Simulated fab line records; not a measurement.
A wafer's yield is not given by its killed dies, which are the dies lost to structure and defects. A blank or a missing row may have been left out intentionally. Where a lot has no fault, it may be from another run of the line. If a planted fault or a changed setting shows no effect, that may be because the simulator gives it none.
Struck lot and sound lot, side by side + flow sky130 + 23 steps out of a route of 708
Sound: the wafers L785.1, L785.2, L785.6. Struck: wafers L781.1, L781.4, L781.6. The cause is named last.
Each step with rows lists, per side, the tool, then ch with its chambers, then its first start. Under that, the readings that differ: sound wafers + struck wafers + difference of the means + sigmas: that difference in standard deviations of wafers without a fault.
alike: same words and numbers on both sides, and readings whose means sit less than 2 such deviations apart. not compared: any withheld reading, any reading some wafer has no value for, any bound like >300 that may hide the same value, and any number with overlapping values for which the record gives no deviation.
A row with sigmas, a row that says differs or no value, or rows on one side alone: a step with any of these is where the two part. When numbers do not overlap yet have no deviation, they are printed without sigmas and do not part them. Lack of a reading on every wafer of one side parts them only where that side has two or more wafers.

first, 8 steps without rows for these wafers: SKY_LDD_N_IMPLANT_08; SKY_LDD_N_IMPLANT_09; SKY_LDD_N_IMPLANT_10; SKY_LDD_N_IMPLANT_11; SKY_LDD_N_IMPLANT_12; SKY_LDD_N_IMPLANT_13; SKY_LDD_N_IMPLANT_14; SKY_LDD_N_IMPLANT_15.
SKY_LDD_N_STRIP_16: strips in O2/N2.
  sound on plasma-asher-03 ch 0,1, day 23 00:22; struck on plasma-asher-03 ch 0,1, day 21 12:29
  alike: drypump-motor-current-A, oes-product-au, strip-time-to-endpoint-s
  not compared: rf-hours-counter-h
SKY_LDD_N_TW_MEAS_17:
  sound on film-metro-01, day 23 00:28; struck on film-metro-03, day 21 12:35
| reading  | sound          | struck         | difference | sigmas |
|----------|----------------|----------------|------------|--------|
| LDD_N_TW | 2586 2581 2581 | 2537 2548 2542 | -40        | -3     |
then, 2 steps without rows for these wafers: SKY_LDD_P_DEHYDRATE_00 (time 60 s); SKY_LDD_P_HMDS_01 (prime time 60 s).
SKY_LDD_P_COAT_02: resist thk 1140 nm.
  sound on litho-track-04 ch 0, day 23 15:32; struck on litho-track-02 ch 0, day 22 03:39
| reading                                    | sound                | struck               | difference | sigmas      |
|--------------------------------------------|----------------------|----------------------|------------|-------------|
| spin-speed-rpm (rpm)                       | 3002.0 3001.2 3001.7 | 2557.9 2558.1 2557.2 | -443.9     | -99 or more |
| model.NOVOLAK_of_LDD_P_COAT_02.thk-nm (nm) | 1142 1143 1143       | 1232 1232 1231       | +89        |             |
  alike: resist-line-temp-C
then, 3 steps without rows for these wafers: SKY_LDD_P_SOFTBAKE_03 (time 60 s); SKY_LDD_P_EXPOSE_04 (exposes mask PSDM, target cd 380 nm); SKY_LDD_P_PEB_05.
SKY_LDD_P_DEVELOP_06: develop time 60 s.
  sound on litho-track-02 ch 0, day 24 07:00; struck on litho-track-04 ch 0, day 22 19:08
| reading                                    | sound          | struck         | difference | sigmas |
|--------------------------------------------|----------------|----------------|------------|--------|
| model.NOVOLAK_of_LDD_P_COAT_02.thk-nm (nm) | 1142 1142 1142 | 1231 1231 1230 | +89        |        |
  alike: resist-line-temp-C
SKY_LDD_P_CD_MEAS_07: target cd 380 nm.
  sound on cd-sem-02, day 24 07:09; struck on cd-sem-01, day 22 19:17
| reading    | sound             | struck            | difference | sigmas |
|------------|-------------------|-------------------|------------|--------|
| cd-nm (nm) | 379.1 377.4 379.9 | 373.5 374.3 374.6 | -4.7       | -2     |
SKY_LDD_P_OVL_MEAS_08:
  sound on overlay-01, day 24 07:16; struck on overlay-01, day 22 19:24
  alike: LDD_P_OVL
after that, 1 step had no rows for these wafers: SKY_LDD_P_IMPLANT_09.
SKY_LDD_P_STRIP_10: strips in O2/N2.
  sound on plasma-asher-01 ch 0,1, day 24 07:28; struck on plasma-asher-02 ch 0,1, day 22 19:35
| reading                      | sound             | struck            | difference | sigmas |
|------------------------------|-------------------|-------------------|------------|--------|
| strip-time-to-endpoint-s (s) | 14.19 14.21 14.21 | 15.20 15.23 15.22 | +1.01      | +28    |
  alike: drypump-motor-current-A, oes-product-au
  not compared: rf-hours-counter-h
SKY_LDD_P_TW_MEAS_11:
  sound on film-metro-04, day 24 07:34; struck on film-metro-04, day 22 19:41
  alike: LDD_P_TW
-- record jumps: 25 days separate the struck wafers' starts on either side; left off in module LDD_P, taken up again in module PAD_OPEN, whose first shown step is the route's number 708 --
SKY_PAD_OPEN_PROBE_99:
  rows exist in the record for the struck wafers here (prober-02, day 48 05:45), but not for the sound ones

== WHERE THEY PART ==
First at SKY_LDD_N_TW_MEAS_17; last, within this record, at SKY_PAD_OPEN_PROBE_99.

WHY: what the simulator had put in
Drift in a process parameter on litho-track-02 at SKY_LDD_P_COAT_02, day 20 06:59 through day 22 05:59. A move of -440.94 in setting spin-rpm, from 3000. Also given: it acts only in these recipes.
